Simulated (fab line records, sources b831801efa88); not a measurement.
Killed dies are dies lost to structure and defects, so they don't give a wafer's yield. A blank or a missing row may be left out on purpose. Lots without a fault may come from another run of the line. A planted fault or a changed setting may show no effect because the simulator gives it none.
fab line records | flow gf180mcu
record lots=6 wafers=18 last_day=34
route steps=602 shown STI@3 PASSIVATION@602
lots that met no fault: from a run of the same line without faults
start_h: hours from the record's first day to the start of the lot's first wafer shown | wait_h: hours since the lot's step before | " the same as in the row above | L1.1+2: a row that stands for several wafers | - no value, or no start given | * or withheld: withheld | < > ~ a bound
route shown NAME@n: a module of which the file shows steps, and the number in the route of the first | usual: mean/standard deviation of fault-free wafers | same: alike in all rows | chamber/n: place in a boat | sites: the reading at each site | _std_site: their standard deviation | _edge_site: outer sites' mean less inner sites' | radius_mm: how far each site lies from the wafer's centre | mask NAME#n: copy n | behind: the tool/chamber that last shaped the wafer | hold: why the lot was held/for how many hours/how that ended | device: the transistor (n, p or np) that didn't switch | end of line: the same wafers' tests at the end of the route | a step without rows: its recipe alone | killed: dies lost to structure and defects at the first sort, not the wafer's yield | map: a wafer's dies, x killed, . not, _ none there
set.NAME: the setting as run; set.NAME@STEP: as run at that earlier step | model.NAME: the simulator's own value behind a step, which no gauge read
lots at some steps of the route; a table a step, a row a wafer
services: from which hour (start_h, from the record's first day; less than 0 if before it) a tool's chamber was out of use, for how many hours, and why
## steps
# step GF_STI_THK_MEAS_02
# recipe reads=SiO2_of_STI_OXIDATION_01
# usual STI_OXIDATION_THK=10.13/0.2
# columns lot.wafer tool chamber start_h wait_h STI_OXIDATION_THK[nm]
L283.1 film_metro-04 - 11.51 0.0 10.09
L283.2 " - " " 10.14
L283.5 " - " " 10.05
L284.2 film_metro-04 - 16.52 0.0 9.76
L284.3 " - " " 9.90
L284.4 " - " " 9.90
L292.2 film_metro-04 - 56.52 0.0 10.01
L292.4 " - " " 10.08
L292.6 " - " " 10.10
L295.1 film_metro-03 - 71.51 0.0 10.36
L295.4 " - " " 10.07
L295.6 " - " " 10.32
L305.1 film_metro-03 - 121.51 0.0 9.87
L305.4 " - " " 9.99
L305.6 " - " " 9.97
L306.2 film_metro-04 - 126.52 0.0 9.85
L306.4 " - " " 10.01
L306.5 " - " " 9.83
# step GF_STI_CVD_03
# recipe material=Si3N4 precursor=DCS/NH3 target_thk_nm=207.16 temp_c=770 time_s=3551 pressure_mtorr=250
# step GF_STI_THK_MEAS_04
# recipe reads=Si3N4_of_STI_CVD_03
# usual STI_CVD_03_THK=207.3/2.3
# columns lot.wafer tool chamber start_h wait_h STI_CVD_03_THK[nm]
L283.1 film_metro-02 - 13.60 0.0 212.5
L283.2 " - " " 211.8
L283.5 " - " " 211.9
L284.2 film_metro-04 - 18.57 0.0 202.7
L284.3 " - " " 202.8
L284.4 " - " " 203.4
L292.2 film_metro-04 - 58.57 0.0 210.0
L292.4 " - " " 210.6
L292.6 " - " " 209.6
L295.1 film_metro-02 - 73.56 0.0 209.3
L295.4 " - " " 209.0
L295.6 " - " " 209.3
L305.1 film_metro-04 - 123.56 0.0 205.4
L305.4 " - " " 206.5
L305.6 " - " " 208.6
L306.2 film_metro-02 - 128.57 0.0 210.4
L306.4 " - " " 209.6
L306.5 " - " " 210.4
# step GF_STI_DEHYDRATE_05
# recipe temp_c=200 time_s=60
# step GF_STI_HMDS_06
# recipe prime_time_s=60 prime_temp_c=120
# step GF_STI_COAT_07
# recipe resist=KrF spin_rpm=withheld resist_thk_nm=700
# step GF_STI_SOFTBAKE_08
# recipe temp_c=130 time_s=60 resist=KrF
# step GF_STI_EXPOSE_09
# recipe mask_id=COMP target_cd_nm=220 na=0.68 source_shape=conventional sigma_outer=0.6 dose_mj=28
# step GF_STI_PEB_10
# recipe peb_temp_c=135 peb_time_s=90 resist=KrF
# step GF_STI_DEVELOP_11
# recipe develop_time_s=60 dev_temp_c=21
# step GF_STI_CD_MEAS_12
# recipe target_cd_nm=220
# usual cd_nm=219.9/1.3
# columns lot.wafer tool chamber start_h wait_h cd_nm
L283.1 cd_sem-01 - 25.60 0.1 219.0
L283.2 " - " " 218.6
L283.5 " - " " 218.9
L284.2 cd_sem-01 - 30.56 0.2 221.9
L284.3 " - " " 223.6
L284.4 " - " " 221.5
L292.2 cd_sem-01 - 71.32 0.1 218.9
L292.4 " - " " 218.2
L292.6 " - " " 220.2
L295.1 cd_sem-02 - 86.51 0.1 218.6
L295.4 " - " " 219.5
L295.6 " - " " 219.5
L305.1 cd_sem-01 - 138.24 0.1 218.5
L305.4 " - " " 219.5
L305.6 " - " " 220.1
L306.2 cd_sem-01 - 144.01 0.1 220.4
L306.4 " - " " 220.3
L306.5 " - " " 220.9
# step GF_STI_ETCH_13
# recipe chemistry=CHF3/O2 stop_on=Si over_etch_frac=0.3 target_depth_a=2823.1 source_w=600 bias_w=200 pressure_mtorr=40 chf3_flow_sccm=50 O2_flow_sccm=5 time_s=115.9
# usual drypump_motor_current_A=5.7/0.44 oes_product_au=0.829/0.007 run_length_s=145.88/0 throttle_valve_pct=8.809/0.0091
# same time_s=115.9
# columns lot.wafer tool chamber start_h wait_h drypump_motor_current_A oes_product_au rf_hours_counter_h run_length_s throttle_valve_pct
L283.1 rie_diel-02 2 25.72 0.1 6.3 0.832 86 145.88 8.803
L283.2 " 1 " " 6.3 0.834 39 145.88 8.805
L283.5 " 2 " " 6.3 0.844 - 145.88 8.814
L284.2 rie_diel-01 0 30.66 0.1 5.6 0.819 5 145.88 8.823
L284.3 " 2 " " 5.6 0.823 148 145.88 8.809
L284.4 " 1 " " 5.2 0.815 10 145.88 8.823
L292.2 rie_diel-02 0 71.42 0.1 6.4 0.837 105 145.88 8.803
L292.4 " 2 " " 6.4 0.831 88 145.88 8.821
L292.6 " 3 " " 5.9 0.834 - 145.88 8.820
L295.1 rie_diel-03 3 86.63 0.1 5.3 0.826 4 145.88 8.823
L295.4 " 1 " " 5.8 0.835 11 145.88 8.797
L295.6 " 2 " " 5.1 0.831 - 145.88 8.810
L305.1 rie_diel-02 1 138.36 0.1 6.3 0.824 42 145.88 8.825
L305.4 " 3 " " 5.9 0.832 89 145.88 8.812
L305.6 " 2 " " 6.3 0.830 - 145.88 8.795
L306.2 rie_diel-01 1 144.11 0.1 5.2 0.848 13 145.88 8.798
L306.4 " 2 " " 5.6 0.831 150 145.88 8.809
L306.5 " 1 " " 5.2 0.831 - 145.88 8.811
# step GF_STI_ETCH_14
# recipe target=Si chemistry=HBr/Cl2/O2 target_depth_nm=360 icp_w=600 bias_w=150 pressure_mtorr=15 HBr_flow_sccm=150 Cl2_flow_sccm=40 O2_flow_sccm=6 time_s=102.9
# usual bias_w=150.0/0.45 drypump_motor_current_A=5.87/0.29 oes_product_au=0.995/0.0088 run_length_s=131.3/0.45 throttle_valve_pct=25.660/0.011
# columns lot.wafer tool chamber start_h wait_h bias_w drypump_motor_current_A oes_product_au rf_hours_counter_h run_length_s throttle_valve_pct model.etch.depth_nm model.STI.feature_depth_nm model.KrF_of_STI_COAT_07.thk_nm
L283.1 rie_si-01 3 25.80 0.0 150.7 5.92 0.985 4 130.8 25.675 353.6 353.6 321.1
L283.2 " 0 " " 150.1 5.90 0.987 21 131.6 25.672 350.4 350.4 320.3
L283.5 " 0 " " 150.4 5.90 0.994 - 131.5 25.658 355 355 322.1
L284.2 rie_si-01 2 30.74 0.0 150.1 6.48 0.998 2 132.2 25.650 363.7 363.7 313.9
L284.3 " 0 " " 149.6 5.91 0.989 21 131.8 25.649 356.2 356.2 317.9
L284.4 " 1 " " 149.2 5.70 0.996 2 131.3 25.657 357.3 357.3 315.1
L292.2 rie_si-01 0 71.50 0.0 - 5.89 1.008 22 91.0 25.657 217.3 217.3 357.2
L292.4 " 1 " " - 5.69 1.003 3 91.1 25.661 214.6 214.6 364.6
L292.6 " 3 " " - 5.89 0.996 - 90.0 25.642 217.7 217.7 364.2
L295.1 rie_si-01 2 86.71 0.0 - 6.49 1.009 2 90.8 25.645 219.9 219.9 365.3
L295.4 " 0 " " - 5.91 1.007 22 90.7 25.669 219.3 219.3 358.9
L295.6 " 1 " " - 5.71 0.990 - 90.5 25.668 216 216 363
L305.1 rie_si-02 2 138.44 0.0 150.3 6.05 1.009 10 130.8 25.653 360.8 360.8 317.7
L305.4 " 0 " " 149.5 5.75 0.997 76 131.3 25.673 354.9 354.9 318.8
L305.6 " 0 " " 150.1 5.73 0.991 - 131.2 25.652 352.6 352.6 323.1
L306.2 rie_si-02 3 144.19 0.0 150.2 5.47 0.990 132 131.4 25.676 352 352 310.9
L306.4 " 2 " " 149.4 6.03 1.004 10 131.5 25.651 359 359 315.1
L306.5 " 3 " " 149.3 5.45 0.991 - 131.1 25.654 356.4 356.4 312.9
# step GF_STI_STRIP_15
# recipe chemistry=O2/N2 power_w=1400 pressure_mtorr=1500 platen_temp_c=250 o2_flow_sccm=3000 n2_flow_sccm=300 overash_fraction=0.5
# usual drypump_motor_current_A=5.54/0.25 heater_power_w=331/26 n2_flow_sccm=299.9/0.89 oes_product_au=0.381/0.005 strip_time_to_endpoint_s=3.67/0.046
# columns lot.wafer tool chamber start_h wait_h drypump_motor_current_A heater_power_w n2_flow_sccm oes_product_au rf_hours_counter_h strip_time_to_endpoint_s
L283.1 plasma_asher-04 1 25.87 0.0 5.26 370 300.6 0.377 22 3.73
L283.2 " 0 " " 5.55 312 299.9 0.384 22 3.72
L283.5 " 1 " " 5.29 382 301.5 0.381 - 3.75
L284.2 plasma_asher-02 0 30.81 0.0 5.62 328 299.6 0.384 38 3.66
L284.3 " 1 " " 6.09 306 300.4 0.375 - 3.70
L284.4 " 0 " " 5.64 326 299.1 0.384 - 3.67
L292.2 plasma_asher-04 0 71.57 0.0 5.57 303 301.1 0.400 26 4.12
L292.4 " 0 " " 5.54 310 300.8 0.398 - 4.19
L292.6 " 0 " " 5.55 310 300.7 0.404 - 4.20
L295.1 plasma_asher-03 1 86.78 0.0 5.31 318 300.0 0.395 40 4.20
L295.4 " 1 " " 5.34 314 299.7 0.399 - 4.13
L295.6 " 1 " " 5.34 308 300.2 0.400 - 4.18
L305.1 plasma_asher-02 1 138.51 0.0 6.02 314 300.2 0.385 50 3.72
L305.4 " 1 " " 6.05 302 300.9 0.387 - 3.73
L305.6 " 0 " " 5.65 319 299.8 0.382 - 3.77
L306.2 plasma_asher-04 0 144.26 0.0 5.58 310 300.6 0.370 34 3.63
L306.4 " 0 " " 5.56 312 300.6 0.380 - 3.66
L306.5 " 1 " " 5.28 377 301.8 0.375 - 3.67
# step GF_STI_CLEAN_16
# recipe chemistry=dHF time_s=25 dilution=100:1
# step GF_PASSIVATION_PROBE_99
# columns lot.wafer tool chamber start_h wait_h model.etest.ldpmos_10p0.r_on_ohm_um model.etest.pwell_in_dnwell.line_ohm_um model.etest.pwell_in_dnwell.rs_ohm_sq model.etest.p_drift.rs_ohm_sq model.etest.ldnmos_10p0.r_on_ohm_um model.etest.n_drift.rs_ohm_sq model.etest.nwell.line_ohm_um model.etest.nwell.rs_ohm_sq
L283.1 prober-01 - 672.75 0.1 1.106e+04 4340 2602 2388 3709 1222 1160 1001
L283.2 prober-01 - 672.80 0.1 1.114e+04 4320 2560 2339 3731 1206 1164 994.5
L283.5 prober-01 - 672.95 0.2 1.113e+04 4366 2614 2381 3728 1218 1151 1002
L284.2 prober-02 - 681.29 0.1 1.117e+04 3947 2378 2340 3798 1161 1131 983
L284.3 prober-02 - 681.34 0.2 1.121e+04 3798 2310 2283 3756 1120 1112 961.1
L284.4 prober-02 - 681.39 0.2 1.103e+04 3854 2349 2300 3734 1132 1127 969.8
L292.2 prober-01 - 741.50 0.1 1.017e+04 3092 1874 1880 3202 864.2 949.9 819.3
L292.4 prober-01 - 741.60 0.2 9978 3148 1888 1893 3159 864.7 937.6 812.1
L292.6 prober-01 - 741.70 0.2 1.003e+04 3165 1876 1878 3175 867.1 945.4 816.5
L295.1 prober-02 - 760.32 0.1 1.028e+04 3038 1838 1889 3213 855.4 936.3 794.4
L295.4 prober-02 - 760.47 0.2 1.017e+04 2966 1845 1896 3223 858.9 939.9 799.5
L295.6 prober-02 - 760.57 0.2 1.007e+04 3016 1845 1883 3205 857.9 932.1 801
L305.1 prober-02 - 814.44 0.1 1.114e+04 4050 2451 2446 3799 1076 1122 968.6
L305.4 prober-02 - 814.59 0.2 1.095e+04 3994 2390 2363 3764 1057 1118 959.1
L305.6 prober-02 - 814.69 0.2 1.089e+04 3966 2389 2364 3750 1054 1102 960.7
L306.2 prober-01 - 818.38 0.1 1.098e+04 3819 2296 2476 3742 1130 1148 990.3
L306.4 prober-01 - 818.48 0.2 1.099e+04 3857 2330 2557 3754 1158 1156 1008
L306.5 prober-01 - 818.53 0.2 1.095e+04 3869 2335 2543 3730 1158 1192 1001
# killed by level:class
L283.1 V1:geometric_particle:open=6 V3:geometric_particle:short=5 V5:geometric_particle:open=4 STI:geometric_particle:open=3 M1:geometric_particle:open=3 V3:geometric_particle:open=3 V2:geometric_particle:open=3 POLY_GATE:geometric_particle:short=2
L283.2 V4:geometric_particle:open=9 CONTACT:geometric_particle:open=5 V5:geometric_particle:open=4 CONTACT:geometric_particle:short=3 V1:geometric_particle:open=3 M4:geometric_particle:short=3 STI:geometric_particle:short=2 POLY_GATE:geometric_particle:open=2
L283.5 CONTACT:geometric_particle:open=5 M1:geometric_particle:short=4 V2:geometric_particle:open=4 STI:geometric_particle:short=3 CONTACT:geometric_particle:short=3 M1:geometric_particle:open=3 M2:geometric_particle:short=3 V4:geometric_particle:open=3
L284.2 STI:geometric_particle:short=5 V2:geometric_particle:open=5 V3:geometric_particle:open=5 V1:geometric_particle:open=4 STI:geometric_particle:open=3 V1:geometric_particle:short=3 V5:geometric_particle:open=3 M1:geometric_particle:short=3
L284.3 V1:geometric_particle:open=10 V2:geometric_particle:open=7 STI:geometric_particle:open=4 CONTACT:geometric_particle:open=4 V3:geometric_particle:open=4 V4:geometric_particle:open=4 STI:geometric_particle:short=2 POLY_GATE:geometric_particle:short=2
L284.4 V2:geometric_particle:open=7 CONTACT:geometric_particle:open=6 V1:geometric_particle:open=6 V4:geometric_particle:open=5 STI:geometric_particle:open=3 POLY_GATE:geometric_particle:short=3 SALICIDE:geometric_particle:short=3 V1:geometric_particle:short=3
L305.1 M3:geometric_particle:short=5 V3:geometric_particle:open=4 M1:geometric_particle:short=3 V1:geometric_particle:short=3 V2:geometric_particle:open=3 STI:geometric_particle:open=2 CONTACT:geometric_particle:short=2 CONTACT:geometric_particle:open=2
L305.4 V4:geometric_particle:open=9 V3:geometric_particle:open=6 M2:geometric_particle:short=5 M1:geometric_particle:short=3 V2:geometric_particle:short=3 V2:geometric_particle:open=3 M5:geometric_particle:short=3 CONTACT:geometric_particle:open=2
L305.6 V3:geometric_particle:open=6 V2:geometric_particle:open=5 V4:geometric_particle:open=5 CONTACT:geometric_particle:open=4 V5:geometric_particle:short=4 V5:geometric_particle:open=4 M4:geometric_particle:short=3 STI:geometric_particle:open=2
L306.2 CONTACT:geometric_particle:open=10 V1:geometric_particle:short=8 CONTACT:geometric_particle:short=5 V3:geometric_particle:short=5 V1:geometric_particle:open=4 V2:geometric_particle:open=4 V3:geometric_particle:open=4 V4:geometric_particle:open=4
L306.4 V4:geometric_particle:open=6 V5:geometric_particle:open=5 V4:geometric_particle:short=4 V3:geometric_particle:open=3 V5:geometric_particle:short=3 STI:geometric_particle:short=2 SALICIDE:geometric_particle:open=2 CONTACT:geometric_particle:open=2
L306.5 CONTACT:geometric_particle:open=5 CONTACT:geometric_particle:short=3 V1:geometric_particle:short=3 V1:geometric_particle:open=3 V4:geometric_particle:open=3 SAB:geometric_particle:short=2 SALICIDE:geometric_particle:open=2 M2:geometric_particle:short=2
## services
# columns tool chamber start_h hours kind
plasma_asher-03 - 2.19 3.6 repair
plasma_asher-03 - 22.86 1.7 repair
rie_diel-02 3 29.08 12.9 repair
rie_diel-03 - 30.56 0.5 repair
rie_diel-03 1 34.41 4.0 repair
plasma_asher-04 - 44.19 2.4 repair
rie_si-01 2 46.04 9.2 repair
rie_si-02 - 51.94 2.8 pm
rie_diel-03 - 69.69 0.6 repair
rie_si-02 1 73.70 - clean
rie_si-02 1 73.70 22.2 scheduled_down
rie_si-02 1 73.70 22.2 vent_cycle
rie_si-02 0 86.65 4.8 repair
plasma_asher-02 - 130.99 1.4 repair
rie_diel-01 - 133.55 0.6 repair
rie_diel-02 0 142.89 2.0 repair
rie_diel-03 - 143.27 0.8 repair
## key
first_sign step=GF_STI_ETCH_14 reading=run_length_s direction=down sigmas=91 usual=* struck=*
effect step=GF_STI_STRIP_15 reading=strip_time_to_endpoint_s direction=up sigmas=11 usual=* struck=*
model_effect step=GF_STI_ETCH_14 value=etch.depth_nm without=360.2 struck=217.5
model_effect step=GF_PASSIVATION_PROBE_99 value=etest.ldpmos_10p0.r_on_ohm_um without=1.111e+04 struck=1.012e+04
met_at GF_STI_ETCH_14
struck_wafers L292.2,L292.4,L292.6,L295.1,L295.4,L295.6
sort_left_out L292.2,L292.4,L292.6,L295.1,L295.4,L295.6
tester_left_out L292,L295
onset_between 30.74 71.50
fault kind=process_parameter_drift tool=rie_si-01 chamber=- onset_h=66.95 steps=GF_STI_ETCH_14 channel=time_s offset=* shape=step end_h=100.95 acts_in=* stated=*
# tester_left_out: of these lots the tester's yield and bins aren't shown, on N5 and GAA mostly nor the transistor test; their killed dies are dies lost to structure and defects alone, not to doping, threshold or leakage, so they don't give the yield
# sort_left_out: the simulated sort isn't trusted on such a fault, so these wafers' sort isn't shown, and their yield isn't known
